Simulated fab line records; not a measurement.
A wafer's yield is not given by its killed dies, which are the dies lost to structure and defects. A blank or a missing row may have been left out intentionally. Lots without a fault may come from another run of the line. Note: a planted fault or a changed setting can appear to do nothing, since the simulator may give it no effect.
Matching of chambers    flow sky130    SKY_VIA3_ETCH_14 on rie diel-02 has 4 sister chambers
The step etches BARC in N2/H2, stops on SiO2, time 45.9 s, target depth 60 nm. 16 wafers are shown with their chamber, then 8 later ones without.

## WAFERS PAIRED WITH THEIR CHAMBERS
wafer   chamber  drypump motor current A (A)  n2 flow sccm (sccm)  throttle valve pct (%)
L231.1  1        5.93                         100.28               13.211
L231.2  3        5.16                         100.38               13.231
L231.6  3        5.15                         100.48               13.231
L235.1  3        5.16                         100.71               13.233
L235.3  1        5.97                         99.94                13.246
L235.5  3        5.16                         100.17               13.242
L236.1  1        5.95                         100.01               13.224
L236.2  3        5.16                         100.28               13.237
L236.3  0        5.79                         99.72                13.231
L239.4  3        5.17                         100.51               13.228
L239.5  1        5.95                         99.83                13.205
L239.6  2        5.48                         100.04               13.224
L243.1  1        5.96                         99.83                13.207
L243.2  2        5.48                         100.11               13.225
L243.6  0        5.78                         100.40               13.217
L245.2  0        5.80                         99.70                13.226

SIGNATURES (averages over the wafers above)
reading                  chamber 0  chamber 1  chamber 2  chamber 3  scatter within a chamber
drypump motor current A  5.7900     5.9520     5.4800     5.1600     0.0103
n2 flow sccm             99.9400    99.9780    100.0750   100.4217   0.23
throttle valve pct       13.22467   13.21860   13.22450   13.23367   0.0107
Rule: a wafer lies at a distance from a chamber equal to the root of the sum of squares, over the readings, of (its reading less the chamber's mean, divided by the reading's scatter). The wafer belongs to the nearest chamber; if the next one is less than 2 further off, it can't be placed. The scatter: the root of (the sum of the squares of (reading less its chamber's mean) over the shown wafers, divided by (wafers less chambers)).

## WAFERS WITH NO CHAMBER GIVEN
wafer   drypump motor current A (A)  n2 flow sccm (sccm)  throttle valve pct (%)
L245.4  5.17                         100.01               13.222
L245.5  5.80                         99.73                13.213
L253.2  5.83                         100.32               13.223
L253.4  5.50                         100.19               13.226
L253.6  5.93                         100.07               13.224
L254.3  5.45                         99.89                13.236
L254.4  5.74                         100.11               13.219
L254.5  5.48                         99.56                13.221

## WHICH CHAMBER EACH WENT THROUGH
wafer   from the rows above  in truth
L245.4  3                    3
L245.5  0                    0
L253.2  0                    0
L253.4  2                    2
L253.6  1                    1
L254.3  2                    2
L254.4  0                    0
L254.5  2                    2
Correct placement for 8 of the 8. Left unplaced by these rows: 0. 0 placed wrongly.
